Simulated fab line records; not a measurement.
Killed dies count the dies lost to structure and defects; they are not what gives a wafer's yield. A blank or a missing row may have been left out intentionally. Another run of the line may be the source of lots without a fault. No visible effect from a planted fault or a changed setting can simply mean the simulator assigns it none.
Which tool was responsible? / flow gf180mcu / 14 lots, 42 wafers sampled, at 2 steps of a route of 602

WHAT EACH GAUGE READ, for each wafer
GF_V2_BOW_MEAS_05. Usual: for V2_BOW the level is 101 um and the standard deviation is 7.9.
lot=L780; measured=day 19 06:22; on=film-metro-01; V2_BOW (um)=99 95 102; flag=
lot=L781; measured=day 19 20:56; on=film-metro-02; V2_BOW (um)=102 91 84; flag=
lot=L783; measured=day 20 14:05; on=film-metro-04; V2_BOW (um)=95 105 104; flag=
lot=L784; measured=day 21 06:45; on=film-metro-02; V2_BOW (um)=98 104 114; flag=
lot=L787; measured=day 22 00:58; on=film-metro-02; V2_BOW (um)=98 95 86; flag=
lot=L788; measured=day 22 11:01; on=film-metro-01; V2_BOW (um)=101 94 100; flag=
lot=L790; measured=day 23 06:00; on=film-metro-01; V2_BOW (um)=99 102 113; flag=
lot=L791; measured=day 23 21:02; on=film-metro-02; V2_BOW (um)=112 112 90; flag=
lot=L792; measured=day 23 22:32; on=film-metro-01; V2_BOW (um)=107 105 103; flag=
lot=L795; measured=day 25 02:52; on=film-metro-04; V2_BOW (um)=106 116 115; flag=
lot=L796; measured=day 25 09:22; on=film-metro-02; V2_BOW (um)=100 98 106; flag=
lot=L797; measured=day 25 13:56; on=film-metro-02; V2_BOW (um)=97 97 107; flag=
lot=L798; measured=day 25 21:45; on=film-metro-01; V2_BOW (um)=96 101 96; flag=
lot=L801; measured=day 26 15:25; on=film-metro-01; V2_BOW (um)=112 106 106; flag=

EACH LOT AND THE TOOL THAT RAN IT (in order: tool; ch and the chambers of the sampled wafers; start)
lot=L780; GF_V2_CMP_04=cmp-01 ch 2,3, day 19 05:58
lot=L781; GF_V2_CMP_04=cmp-01 ch 0,1,2, day 19 20:38
lot=L783; GF_V2_CMP_04=cmp-01 ch 2,3, day 20 13:46
lot=L784; GF_V2_CMP_04=cmp-02 ch 0,3, day 21 06:26
lot=L787; GF_V2_CMP_04=cmp-01 ch 0,3, day 22 00:41
lot=L788; GF_V2_CMP_04=cmp-01 ch 2,3, day 22 10:41
lot=L790; GF_V2_CMP_04=cmp-02 ch 1,3, day 23 05:42
lot=L791; GF_V2_CMP_04=cmp-02 ch 0,2,3, day 23 20:47
lot=L792; GF_V2_CMP_04=cmp-01 ch 1,2,3, day 23 22:11
lot=L795; GF_V2_CMP_04=cmp-02 ch 0,2,3, day 25 02:32
lot=L796; GF_V2_CMP_04=cmp-01 ch 0,3, day 25 09:01
lot=L797; GF_V2_CMP_04=cmp-01 ch 1,2, day 25 13:41
lot=L798; GF_V2_CMP_04=cmp-02 ch 0,1,3, day 25 21:31
lot=L801; GF_V2_CMP_04=cmp-01 ch 0,1,3, day 26 15:15
- GF_V2_CMP_04: polishes SiO2.

WHAT THE TOOLS THEMSELVES READ (means of the sampled wafers that have a number; where no wafer has one, the mark that the record gives instead)
GF_V2_CMP_04. Usual: edge-zone-pressure-frac 0.999, standard deviation 0.0046; motor-current-A 11.9 A, standard deviation 1.5; time-to-endpoint-s 79 s, standard deviation 5.9.
lot=L780; tool=cmp-01; edge-zone-pressure-frac=0.998; motor-current-A (A)=10.8; time-to-endpoint-s (s)=80; flag=
lot=L781; tool=cmp-01; edge-zone-pressure-frac=1.000; motor-current-A (A)=12.1; time-to-endpoint-s (s)=82; flag=
lot=L783; tool=cmp-01; edge-zone-pressure-frac=0.997; motor-current-A (A)=10.1; time-to-endpoint-s (s)=72; flag=
lot=L784; tool=cmp-02; edge-zone-pressure-frac=0.992; motor-current-A (A)=11.8; time-to-endpoint-s (s)=76; flag=
lot=L787; tool=cmp-01; edge-zone-pressure-frac=1.003; motor-current-A (A)=13.1; time-to-endpoint-s (s)=76; flag=
lot=L788; tool=cmp-01; edge-zone-pressure-frac=1.001; motor-current-A (A)=10.8; time-to-endpoint-s (s)=82; flag=
lot=L790; tool=cmp-02; edge-zone-pressure-frac=0.997; motor-current-A (A)=11.7; time-to-endpoint-s (s)=81; flag=
lot=L791; tool=cmp-02; edge-zone-pressure-frac=1.002; motor-current-A (A)=12.4; time-to-endpoint-s (s)=83; flag=
lot=L792; tool=cmp-01; edge-zone-pressure-frac=1.001; motor-current-A (A)=10.8; time-to-endpoint-s (s)=83; flag=
lot=L795; tool=cmp-02; edge-zone-pressure-frac=0.998; motor-current-A (A)=11.9; time-to-endpoint-s (s)=83; flag=
lot=L796; tool=cmp-01; edge-zone-pressure-frac=1.003; motor-current-A (A)=11.8; time-to-endpoint-s (s)=81; flag=
lot=L797; tool=cmp-01; edge-zone-pressure-frac=1.004; motor-current-A (A)=11.1; time-to-endpoint-s (s)=88; flag=
lot=L798; tool=cmp-02; edge-zone-pressure-frac=0.996; motor-current-A (A)=11.5; time-to-endpoint-s (s)=79; flag=
lot=L801; tool=cmp-01; edge-zone-pressure-frac=1.001; motor-current-A (A)=12.2; time-to-endpoint-s (s)=83; flag=

THE ANSWER, worked out from the rows above alone
Rule: take the mean of a lot's wafers that have a number; if it is more than 3 standard deviations from the usual mean, the lot is off. A lot without any number at a reading at which 4 lots or more have one is off too. The other lots that the step has rows for count as sound. First the gauges in route order, then the tools' own readings, where a lot's mean is used as printed above. The first step at which some lot is off is used, and at that step the reading that is off furthest; a lot without a number counts as furthest.
No lot is off on any of the readings shown, so nothing can be concluded from this.

WHAT THE SIMULATOR HAD PUT IN
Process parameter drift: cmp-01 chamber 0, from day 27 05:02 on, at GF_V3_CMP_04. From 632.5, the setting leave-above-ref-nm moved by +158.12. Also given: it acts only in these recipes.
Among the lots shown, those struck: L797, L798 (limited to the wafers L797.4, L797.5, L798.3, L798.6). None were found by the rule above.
